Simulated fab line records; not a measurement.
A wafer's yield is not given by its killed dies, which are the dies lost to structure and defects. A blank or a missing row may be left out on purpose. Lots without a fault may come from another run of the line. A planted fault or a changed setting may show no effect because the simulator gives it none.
fab line records + flow sky130
record
- lots=12
- wafers=36
- last-day=50
route steps=708 shown VIA2@519 METAL3@535 PAD_OPEN@708
lots that met no fault: taken from a fault-free run of the same line
start-h: hours from the record's opening day to when the first of the lot's shown wafers began + wait-h: time in hours since the lot's previous step + " same as the row above + L1.1+2: several wafers, shown together as one row + - no value present, or no start provided + * or withheld: withheld + < > ~ a bound
route shown NAME@n: a module of which the file shows steps, and the number in the route of the first + usual: mean/standard deviation of fault-free wafers + same: alike in all rows + chamber/n: place in a boat + sites: each site's reading + _std_site: the values' standard deviation + _edge_site: the outer-site mean with the inner-site mean subtracted + radius-mm: for every site, how far away it sits from the centre of the wafer + mask NAME#n: copy n + behind: the most recent tool/chamber to have shaped the wafer + hold: what put the lot on hold/how long, in hours/how the hold closed + device: the n, p or np transistor that did not switch + end of line: the same wafers' tests at the end of the route + for a step that has no rows: nothing shown but its recipe + killed: at the first sort, the dies lost to defects and structure; wafer yield is something else + map: the dies of a wafer, with x for killed, . for not killed, _ for no die there
set.NAME: the setting the step ran with; set.NAME@STEP: the setting that earlier step ran with + model.NAME: the simulator's own value behind a step, which no gauge read
one table for each step of the route and one row for each wafer, over a sample of lots
services: from which hour (start-h, from the record's first day; less than 0 if before it) a tool's chamber was out of use, for how many hours, and why
## steps
# step SKY_VIA2_CD_MEAS_12
# recipe
- target-cd-nm=200
# usual
- cd-nm=200.0/1.3
| lot.wafer | tool      | chamber | start-h | wait-h | cd-nm |
|-----------|-----------|---------|---------|--------|-------|
| L331.2    | cd-sem-02 | -       | 860.64  | -      | 199.8 |
| L331.3    | "         | -       | "       | "      | 199.6 |
| L331.6    | "         | -       | "       | "      | 199.7 |
| L332.1    | cd-sem-02 | -       | 875.56  | -      | 201.5 |
| L332.2    | "         | -       | "       | "      | 201.1 |
| L332.3    | "         | -       | "       | "      | 200.3 |
| L335.1    | cd-sem-02 | -       | 897.26  | -      | 200.3 |
| L335.5    | "         | -       | "       | "      | 199.6 |
| L335.6    | "         | -       | "       | "      | 200.7 |
| L338.3    | cd-sem-01 | -       | 917.53  | -      | 198.4 |
| L338.5    | "         | -       | "       | "      | 198.8 |
| L338.6    | "         | -       | "       | "      | 199.5 |
| L337.1    | cd-sem-02 | -       | 919.89  | -      | 201.7 |
| L337.3    | "         | -       | "       | "      | 201.3 |
| L337.5    | "         | -       | "       | "      | 201.1 |
| L339.3    | cd-sem-02 | -       | 920.95  | -      | 203.2 |
| L339.4    | "         | -       | "       | "      | 202.9 |
| L339.6    | "         | -       | "       | "      | 201.4 |
| L340.1    | cd-sem-01 | -       | 930.11  | -      | 197.6 |
| L340.3    | "         | -       | "       | "      | 199.7 |
| L340.4    | "         | -       | "       | "      | 198.8 |
| L342.1    | cd-sem-02 | -       | 943.59  | -      | 202.1 |
| L342.2    | "         | -       | "       | "      | 200.7 |
| L342.4    | "         | -       | "       | "      | 200.8 |
| L348.3    | cd-sem-02 | -       | 999.78  | -      | 199.2 |
| L348.4    | "         | -       | "       | "      | 198.6 |
| L348.5    | "         | -       | "       | "      | 199.5 |
| L350.1    | cd-sem-02 | -       | 1015.96 | -      | 201.5 |
| L350.3    | "         | -       | "       | "      | 201.4 |
| L350.6    | "         | -       | "       | "      | 201.5 |
| L349.1    | cd-sem-01 | -       | 1016.31 | -      | 197.3 |
| L349.3    | "         | -       | "       | "      | 198.7 |
| L349.6    | "         | -       | "       | "      | 198.5 |
| L351.1    | cd-sem-02 | -       | 1020.79 | -      | 200.0 |
| L351.2    | "         | -       | "       | "      | 201.7 |
| L351.3    | "         | -       | "       | "      | 200.7 |
# step SKY_VIA2_THK_MEAS_23
# recipe
- thk-meas-gauge=xrf
- reads=W_of_VIA2_CVD_21
# usual
- VIA2_W_THK=430/5
| lot.wafer | tool          | chamber | start-h | wait-h | VIA2_W_THK[nm] |
|-----------|---------------|---------|---------|--------|----------------|
| L331.2    | film-metro-04 | -       | 861.80  | 0.1    | 426            |
| L331.3    | "             | -       | "       | "      | 424            |
| L331.6    | "             | -       | "       | "      | 427            |
| L332.1    | film-metro-03 | -       | 877.07  | 0.1    | 429            |
| L332.2    | "             | -       | "       | "      | 426            |
| L332.3    | "             | -       | "       | "      | 425            |
| L335.1    | film-metro-04 | -       | 898.43  | 0.1    | 435            |
| L335.5    | "             | -       | "       | "      | 433            |
| L335.6    | "             | -       | "       | "      | 435            |
| L338.3    | film-metro-03 | -       | 918.72  | 0.1    | 434            |
| L338.5    | "             | -       | "       | "      | 436            |
| L338.6    | "             | -       | "       | "      | 431            |
| L337.1    | film-metro-03 | -       | 921.17  | 0.1    | 435            |
| L337.3    | "             | -       | "       | "      | 435            |
| L337.5    | "             | -       | "       | "      | 433            |
| L339.3    | film-metro-01 | -       | 922.14  | 0.1    | 432            |
| L339.4    | "             | -       | "       | "      | 423            |
| L339.6    | "             | -       | "       | "      | 426            |
| L340.1    | film-metro-03 | -       | 931.29  | 0.1    | 435            |
| L340.3    | "             | -       | "       | "      | 438            |
| L340.4    | "             | -       | "       | "      | 440            |
| L342.1    | film-metro-04 | -       | 944.78  | 0.1    | 438            |
| L342.2    | "             | -       | "       | "      | 438            |
| L342.4    | "             | -       | "       | "      | 438            |
| L348.3    | film-metro-03 | -       | 1000.93 | 0.1    | 431            |
| L348.4    | "             | -       | "       | "      | 439            |
| L348.5    | "             | -       | "       | "      | 427            |
| L350.1    | film-metro-04 | -       | 1017.17 | 0.1    | 428            |
| L350.3    | "             | -       | "       | "      | 425            |
| L350.6    | "             | -       | "       | "      | 423            |
| L349.1    | film-metro-01 | -       | 1017.48 | 0.1    | 431            |
| L349.3    | "             | -       | "       | "      | 433            |
| L349.6    | "             | -       | "       | "      | 436            |
| L351.1    | film-metro-03 | -       | 1021.95 | 0.1    | 431            |
| L351.2    | "             | -       | "       | "      | 426            |
| L351.3    | "             | -       | "       | "      | 428            |
# step SKY_VIA2_CMP_24
# recipe
- stop-on=SiO2
- t-overpolish-s=20
- down-force-psi=3.5
- platen-rpm=60
- target-thk-nm=0
- pad-velocity-m-s=0.94248
# usual
- head-pressure-psi=3.499/0.0071
- motor-current-A=10.3/1.1
- overpolish-run-s=19.999/0.01
- t-overpolish-s=20/0
- time-to-endpoint-s=102/5
| lot.wafer | tool   | chamber | start-h | wait-h | head-pressure-psi | motor-current-A | overpolish-run-s | t-overpolish-s | time-to-endpoint-s |
|-----------|--------|---------|---------|--------|-------------------|-----------------|------------------|----------------|--------------------|
| L331.3    | cmp-01 | 0       | 861.85  | 0.0    | 3.506             | 11.3            | 19.990           | 20             | 98                 |
| L331.2    | "      | 2       | "       | "      | 3.488             | 10.9            | 20.000           | 20             | 104                |
| L331.6    | "      | 1       | "       | "      | 3.495             | 8.4             | 20.003           | 20             | 97                 |
| L332.3    | cmp-02 | 0       | 877.13  | 0.0    | 3.514             | 11.5            | 19.995           | 20             | 106                |
| L332.2    | "      | 1       | "       | "      | 3.491             | 10.4            | 20.012           | 20             | 98                 |
| L332.1    | "      | 2       | "       | "      | 3.496             | 8.7             | 19.997           | 20             | 102                |
| L335.1    | cmp-02 | 1       | 898.66  | 0.2    | 3.506             | 10.8            | 19.993           | 20             | 100                |
| L335.6    | "      | 0       | "       | "      | 3.504             | 12.6            | 19.993           | 20             | 105                |
| L335.5    | "      | 1       | "       | "      | 3.496             | 10.2            | 20.006           | 20             | 100                |
| L338.3    | cmp-02 | 2       | 918.81  | 0.1    | 3.500             | 9.1             | 20.007           | 20             | 108                |
| L338.5    | "      | 1       | "       | "      | 3.504             | 10.4            | 19.990           | 20             | 110                |
| L338.6    | "      | 2       | "       | "      | 3.491             | 9.3             | 20.004           | 20             | 110                |
| L337.1    | cmp-02 | 0       | 921.23  | 0.1    | 3.503             | 11.8            | 19.985           | 20             | 108                |
| L337.3    | "      | 2       | "       | "      | 3.511             | 9.4             | 20.004           | 20             | 107                |
| L337.5    | "      | 1       | "       | "      | 3.511             | 11.1            | 19.994           | 20             | 102                |
| L339.3    | cmp-02 | 0       | 922.18  | 0.0    | 3.504             | 12.0            | 22.483           | 22.475         | 115                |
| L339.4    | "      | 1       | "       | "      | 3.507             | 10.9            | 22.471           | 22.475         | 107                |
| L339.6    | "      | 0       | "       | "      | 3.499             | 12.6            | 22.456           | 22.475         | 110                |
| L340.4    | cmp-01 | 1       | 931.40  | 0.1    | 3.498             | 8.8             | 19.999           | 20             | 99                 |
| L340.1    | "      | 2       | "       | "      | 3.497             | 11.3            | 20.009           | 20             | 111                |
| L340.3    | "      | 3       | "       | "      | 3.494             | 10.7            | 19.992           | 20             | 99                 |
| L342.4    | cmp-02 | 1       | 944.84  | 0.0    | 3.492             | 10.3            | 22.482           | 22.475         | 106                |
| L342.1    | "      | 2       | "       | "      | 3.504             | 8.9             | 22.477           | 22.475         | 109                |
| L342.2    | "      | 3       | "       | "      | 3.492             | 10.5            | 22.478           | 22.475         | 103                |
| L348.4    | cmp-02 | 3       | 1001.07 | 0.1    | 3.497             | 10.4            | 20.000           | 20             | 98                 |
| L348.3    | "      | 0       | "       | "      | 3.503             | 12.7            | 20.017           | 20             | 104                |
| L348.5    | "      | 2       | "       | "      | 3.491             | 8.8             | 20.004           | 20             | 103                |
| L350.3    | cmp-02 | 1       | 1017.28 | 0.1    | 3.493             | 10.2            | 20.008           | 20             | 102                |
| L350.1    | "      | 2       | "       | "      | 3.504             | 8.8             | 19.996           | 20             | 106                |
| L350.6    | "      | 1       | "       | "      | 3.494             | 10.3            | 19.985           | 20             | 100                |
| L349.1    | cmp-01 | 3       | 1017.54 | 0.1    | 3.512             | 10.4            | 19.981           | 20             | 103                |
| L349.3    | "      | 2       | "       | "      | 3.508             | 11.0            | 19.987           | 20             | 115                |
| L349.6    | "      | 0       | "       | "      | 3.494             | 10.2            | 20.008           | 20             | 109                |
| L351.2    | cmp-01 | 0       | 1022.01 | 0.0    | 3.491             | 10.4            | 20.004           | 20             | 103                |
| L351.3    | "      | 1       | "       | "      | 3.496             | 8.9             | 19.993           | 20             | 102                |
| L351.1    | "      | 2       | "       | "      | 3.504             | 11.2            | 19.989           | 20             | 116                |
# step SKY_METAL3_SPUTTER_03
# recipe
- material=Ti
- target-thk-nm=5
- power-w=3000
- time-s=3.3
- chamber-pressure-pa=0.4
# usual
- throttle-valve-pct=30.1/1.3
| lot.wafer | tool           | chamber | start-h | wait-h | throttle-valve-pct |
|-----------|----------------|---------|---------|--------|--------------------|
| L331.2    | pvd-sputter-03 | -       | 862.23  | 0.0    | 30.9               |
| L331.3    | "              | -       | "       | "      | 29.9               |
| L331.6    | "              | -       | "       | "      | 29.6               |
| L332.1    | pvd-sputter-04 | -       | 877.51  | 0.0    | 29.4               |
| L332.2    | "              | -       | "       | "      | 32.2               |
| L332.3    | "              | -       | "       | "      | 32.5               |
| L335.1    | pvd-sputter-04 | -       | 903.66  | 4.7    | 32.2               |
| L335.5    | "              | -       | "       | "      | 28.5               |
| L335.6    | "              | -       | "       | "      | 29.2               |
| L338.3    | pvd-sputter-03 | -       | 919.15  | 0.0    | 31.0               |
| L338.5    | "              | -       | "       | "      | 31.0               |
| L338.6    | "              | -       | "       | "      | 29.8               |
| L337.1    | pvd-sputter-04 | -       | 921.61  | 0.0    | 28.4               |
| L337.3    | "              | -       | "       | "      | 32.1               |
| L337.5    | "              | -       | "       | "      | 29.0               |
| L339.3    | pvd-sputter-02 | -       | 922.57  | 0.0    | 30.1               |
| L339.4    | "              | -       | "       | "      | 30.1               |
| L339.6    | "              | -       | "       | "      | 29.3               |
| L340.1    | pvd-sputter-04 | -       | 931.73  | 0.0    | 28.4               |
| L340.3    | "              | -       | "       | "      | 29.3               |
| L340.4    | "              | -       | "       | "      | 32.0               |
| L342.1    | pvd-sputter-02 | -       | 945.23  | 0.0    | 28.4               |
| L342.2    | "              | -       | "       | "      | 30.5               |
| L342.4    | "              | -       | "       | "      | 30.0               |
| L348.3    | pvd-sputter-03 | -       | 1001.38 | 0.0    | 30.8               |
| L348.4    | "              | -       | "       | "      | 29.4               |
| L348.5    | "              | -       | "       | "      | 30.3               |
| L350.1    | pvd-sputter-04 | -       | 1017.61 | 0.0    | 28.4               |
| L350.3    | "              | -       | "       | "      | 29.3               |
| L350.6    | "              | -       | "       | "      | 28.4               |
| L349.1    | pvd-sputter-04 | -       | 1017.93 | 0.0    | 28.4               |
| L349.3    | "              | -       | "       | "      | 32.1               |
| L349.6    | "              | -       | "       | "      | 32.4               |
| L351.1    | pvd-sputter-04 | -       | 1022.40 | 0.0    | 32.4               |
| L351.2    | "              | -       | "       | "      | 32.1               |
| L351.3    | "              | -       | "       | "      | 28.3               |
# step SKY_PAD_OPEN_PROBE_99
# usual
- defect-limited-yield=82.7/1.9
- killed_at_M0_to_M3=43/6.6
- killed_at_M4_up=3.1/1.6
- killed-at-contacts=23/5.6
- killed-at-front-end=15/4.2
- killed-at-other=0.2/0.43
- killed-dies=85/9.3
- killed-open=46/6.6
- killed-short=39/6.2
- sort_bin_3_pad_short=0.8/0.37
- sort_bin_5_function=10.2/1.5
- sort_bin_6_memory=6.2/1.1
- sort-n-pass=407/9.3
- sort-yield-pct=82.7/1.9
# same
- gross-dies=492
- killed-at-back-side=0
- sort_bin_4_leakage[%]=0
- sort_bin_8_speed[%]=0
| lot.wafer | tool      | chamber | start-h | wait-h | defect-limited-yield[%] | killed_at_M0_to_M3 | killed_at_M4_up | killed-at-contacts | killed-at-front-end | killed-at-other | killed-dies | killed-open | killed-short | sort_bin_3_pad_short[%] | sort_bin_5_function[%] | sort_bin_6_memory[%] | sort-n-pass | sort-yield-pct[%] |
|-----------|-----------|---------|---------|--------|-------------------------|--------------------|-----------------|--------------------|---------------------|-----------------|-------------|-------------|--------------|-------------------------|------------------------|----------------------|-------------|-------------------|
| L332.1    | prober-01 | -       | 1095.47 | 0.1    | 83.5                    | 39                 | 1               | 20                 | 21                  | 0               | 81          | 49          | 32           | 0.4                     | 9.3                    | 6.7                  | 411         | 83.5              |
| L332.2    | prober-01 | -       | 1095.52 | 0.1    | 79.3                    | 50                 | 4               | 26                 | 22                  | 0               | 102         | 53          | 49           | 1.4                     | 14.0                   | 5.3                  | 390         | 79.3              |
| L332.3    | prober-01 | -       | 1095.57 | 0.2    | 86.2                    | 48                 | 0               | 12                 | 8                   | 0               | 68          | 38          | 30           | 1.2                     | 8.3                    | 4.3                  | 424         | 86.2              |
| L337.1    | prober-01 | -       | 1132.56 | 0.1    | 80.7                    | 42                 | 1               | 37                 | 15                  | 0               | 95          | 57          | 38           | 1.2                     | 11.2                   | 6.9                  | 397         | 80.7              |
| L337.3    | prober-01 | -       | 1132.66 | 0.2    | 82.3                    | 40                 | 7               | 26                 | 13                  | 1               | 87          | 39          | 48           | 1.0                     | 9.1                    | 7.5                  | 405         | 82.3              |
| L337.5    | prober-01 | -       | 1132.76 | 0.2    | 81.3                    | 44                 | 3               | 27                 | 18                  | 0               | 92          | 39          | 53           | 0.6                     | 11.2                   | 6.9                  | 400         | 81.3              |
| L339.3    | prober-02 | -       | 1133.06 | 0.2    | 83.7                    | 49                 | 2               | 19                 | 10                  | 0               | 80          | 37          | 43           | 1.2                     | 7.7                    | 7.3                  | 412         | 83.7              |
| L339.4    | prober-02 | -       | 1133.11 | 0.2    | 81.5                    | 36                 | 5               | 34                 | 16                  | 0               | 91          | 51          | 40           | 1.4                     | 9.1                    | 7.9                  | 401         | 81.5              |
| L339.6    | prober-02 | -       | 1133.21 | 0.2    | 83.7                    | 38                 | 3               | 29                 | 10                  | 0               | 80          | 38          | 42           | 0.6                     | 9.6                    | 6.1                  | 412         | 83.7              |
| L342.1    | prober-01 | -       | 1148.94 | 0.1    | 81.5                    | 46                 | 2               | 26                 | 17                  | 0               | 91          | 60          | 31           | 0.6                     | 11.6                   | 6.3                  | 401         | 81.5              |
| L342.2    | prober-01 | -       | 1148.99 | 0.1    | 83.3                    | 41                 | 3               | 26                 | 12                  | 0               | 82          | 42          | 40           | 0.8                     | 9.8                    | 6.1                  | 410         | 83.3              |
| L342.4    | prober-01 | -       | 1149.09 | 0.2    | 86.2                    | 35                 | 2               | 17                 | 14                  | 0               | 68          | 35          | 33           | 0.6                     | 9.1                    | 4.1                  | 424         | 86.2              |
| L349.1    | prober-01 | -       | 1201.35 | 0.1    | 82.7                    | 45                 | 2               | 20                 | 18                  | 0               | 85          | 41          | 41           | 0.6                     | 10.6                   | 6.1                  | 407         | 82.7              |
| L349.3    | prober-01 | -       | 1201.45 | 0.2    | 83.5                    | 47                 | 2               | 22                 | 10                  | 0               | 81          | 46          | 35           | 0.6                     | 7.7                    | 8.1                  | 411         | 83.5              |
| L349.6    | prober-01 | -       | 1201.60 | 0.2    | 82.7                    | 40                 | 3               | 32                 | 9                   | 1               | 85          | 50          | 35           | 0.8                     | 11.4                   | 5.1                  | 407         | 82.7              |
# killed by level:class
L332.1 CONTACT:geometric-particle:open=8 FIELD_ISO:geometric-particle:open=7 VIA2:geometric-particle:open=7 VIA3:geometric-particle:open=7 LI_CONTACT:geometric-particle:open=6 METAL2:geometric-particle:short=5 METAL3:geometric-particle:short=5 POLY_GATE:geometric-particle:open=4
L332.2 VIA1:geometric-particle:open=16 CONTACT:geometric-particle:open=11 METAL1:geometric-particle:short=8 FIELD_ISO:geometric-particle:short=7 VIA3:geometric-particle:open=7 LI_CONTACT:geometric-particle:open=5 FIELD_ISO:geometric-particle:open=4 LI_CONTACT:geometric-particle:short=4
L332.3 CONTACT:geometric-particle:open=9 VIA3:geometric-particle:open=9 VIA1:geometric-particle:open=8 METAL1:geometric-particle:short=5 METAL2:geometric-particle:short=5 FIELD_ISO:geometric-particle:short=4 METAL1:geometric-particle:open=4 VIA2:geometric-particle:short=4
L337.1 VIA1:geometric-particle:open=15 CONTACT:geometric-particle:open=12 CONTACT:geometric-particle:short=11 LI_CONTACT:geometric-particle:open=10 VIA2:geometric-particle:open=6 FIELD_ISO:geometric-particle:short=5 METAL1:geometric-particle:short=5 POLY_GATE:geometric-particle:open=4
L337.3 VIA1:geometric-particle:open=8 LI_CONTACT:geometric-particle:open=8 CONTACT:geometric-particle:short=7 METAL1:geometric-particle:short=6 VIA3:geometric-particle:open=6 METAL2:geometric-particle:short=5 CONTACT:geometric-particle:open=5 VIA1:geometric-particle:short=5
L337.5 METAL1:geometric-particle:short=9 VIA2:geometric-particle:short=8 CONTACT:geometric-particle:open=8 VIA1:geometric-particle:open=8 CONTACT:geometric-particle:short=7 FIELD_ISO:geometric-particle:open=5 FIELD_ISO:geometric-particle:short=5 LI_CONTACT:geometric-particle:open=5
L339.3 METAL2:geometric-particle:short=13 METAL1:geometric-particle:short=10 VIA3:geometric-particle:open=7 CONTACT:geometric-particle:open=6 LOCAL_INTERCONNECT:geometric-particle:open=5 VIA1:geometric-particle:short=4 VIA1:geometric-particle:open=4 VIA2:geometric-particle:open=4
L339.4 CONTACT:geometric-particle:open=12 VIA1:geometric-particle:open=10 VIA2:geometric-particle:open=9 LI_CONTACT:geometric-particle:short=7 LI_CONTACT:geometric-particle:open=7 VIA3:geometric-particle:open=5 METAL4:geometric-particle:short=5 FIELD_ISO:geometric-particle:open=4
L339.6 CONTACT:geometric-particle:open=15 METAL2:geometric-particle:short=11 METAL1:geometric-particle:short=7 VIA1:geometric-particle:open=7 CONTACT:geometric-particle:short=5 FIELD_ISO:geometric-particle:short=4 LOCAL_INTERCONNECT:geometric-particle:short=4 VIA2:geometric-particle:open=4
L342.1 CONTACT:geometric-particle:open=14 VIA2:geometric-particle:open=12 VIA3:geometric-particle:open=10 VIA1:geometric-particle:open=7 FIELD_ISO:geometric-particle:open=6 LI_CONTACT:geometric-particle:open=6 METAL3:geometric-particle:short=5 FIELD_ISO:geometric-particle:short=4
L342.2 VIA1:geometric-particle:open=11 CONTACT:geometric-particle:open=7 LI_CONTACT:geometric-particle:open=6 VIA1:geometric-particle:short=6 CONTACT:geometric-particle:short=5 VIA3:geometric-particle:open=5 METAL1:geometric-particle:short=5 VIA3:geometric-particle:short=5
L342.4 VIA1:geometric-particle:open=10 METAL1:geometric-particle:short=7 FIELD_ISO:geometric-particle:open=6 CONTACT:geometric-particle:open=5 VIA3:geometric-particle:open=5 CONTACT:geometric-particle:short=4 FIELD_ISO:geometric-particle:short=3 LI_CONTACT:geometric-particle:open=3
L349.1 LI_CONTACT:geometric-particle:open=8 CONTACT:geometric-particle:open=7 METAL1:geometric-particle:short=7 METAL3:geometric-particle:short=6 VIA1:geometric-particle:open=6 VIA2:geometric-particle:open=6 FIELD_ISO:geometric-particle:open=4 FIELD_ISO:geometric-particle:short=4
L349.3 VIA3:geometric-particle:open=11 LI_CONTACT:geometric-particle:open=8 VIA2:geometric-particle:open=8 VIA1:geometric-particle:open=7 CONTACT:geometric-particle:open=5 VIA1:geometric-particle:short=5 FIELD_ISO:geometric-particle:short=4 LI_CONTACT:geometric-particle:short=4
L349.6 CONTACT:geometric-particle:open=12 LI_CONTACT:geometric-particle:open=10 VIA3:geometric-particle:open=8 VIA1:geometric-particle:open=6 VIA1:geometric-particle:short=5 METAL1:geometric-particle:short=4 POLY_GATE:geometric-particle:open=4 VIA2:geometric-particle:short=4
## services
| tool           | chamber | start-h | hours | kind                           |
|----------------|---------|---------|-------|--------------------------------|
| cmp-02         | -       | 839.70  | 5.7   | repair                         |
| pvd-sputter-04 | -       | 842.94  | 2.8   | repair                         |
| cmp-02         | -       | 886.02  | 1.9   | repair                         |
| cmp-02         | -       | 888.00  | 4.4   | pm                             |
| cmp-01         | -       | 895.76  | 5.4   | pm                             |
| pvd-sputter-04 | -       | 905.54  | 3.6   | repair                         |
| cmp-02         | -       | 912.00  | 4.0   | pm                             |
| cmp-02         | -       | 916.00  | -     | consumable-replace:conditioner |
| cmp-02         | -       | 916.00  | -     | consumable-replace:pad         |
| cmp-02         | -       | 935.57  | 1.6   | repair                         |
| cmp-02         | -       | 966.22  | 1.9   | repair                         |
| pvd-sputter-02 | -       | 978.97  | 7.7   | repair                         |
| pvd-sputter-03 | -       | 983.43  | 1.9   | repair                         |
| pvd-sputter-02 | -       | 996.28  | 1.3   | repair                         |
| pvd-sputter-02 | -       | 997.45  | 8.9   | repair                         |
| cmp-01         | -       | 1014.24 | 1.1   | repair                         |
| pvd-sputter-03 | -       | 1017.08 | 2.3   | repair                         |
| cmp-02         | -       | 1018.10 | 4.3   | pm                             |
## key
first-sign
- step=SKY_VIA2_CMP_24
- reading=t-overpolish-s
- direction=up
- sigmas=99+
- usual=20
- struck=22.475
effect
- step=SKY_VIA2_CMP_24
- reading=overpolish-run-s
- direction=up
- sigmas=99+
- usual=19.999
- struck=22.474
met-at SKY_VIA2_CMP_24
struck-lots L339,L342
not-acting-at SKY_VIA2_CD_MEAS_12,SKY_VIA2_THK_MEAS_23,SKY_METAL3_SPUTTER_03
onset-between 921.23 922.18
fault
- kind=process-parameter-drift
- tool=cmp-02
- chamber=-
- onset-h=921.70
- steps=SKY_VIA2_CMP_24
- channel=t-overpolish-s
- offset=2.4749
- shape=step
- end-h=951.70
- acts-in=these-recipes-only
- stated=20
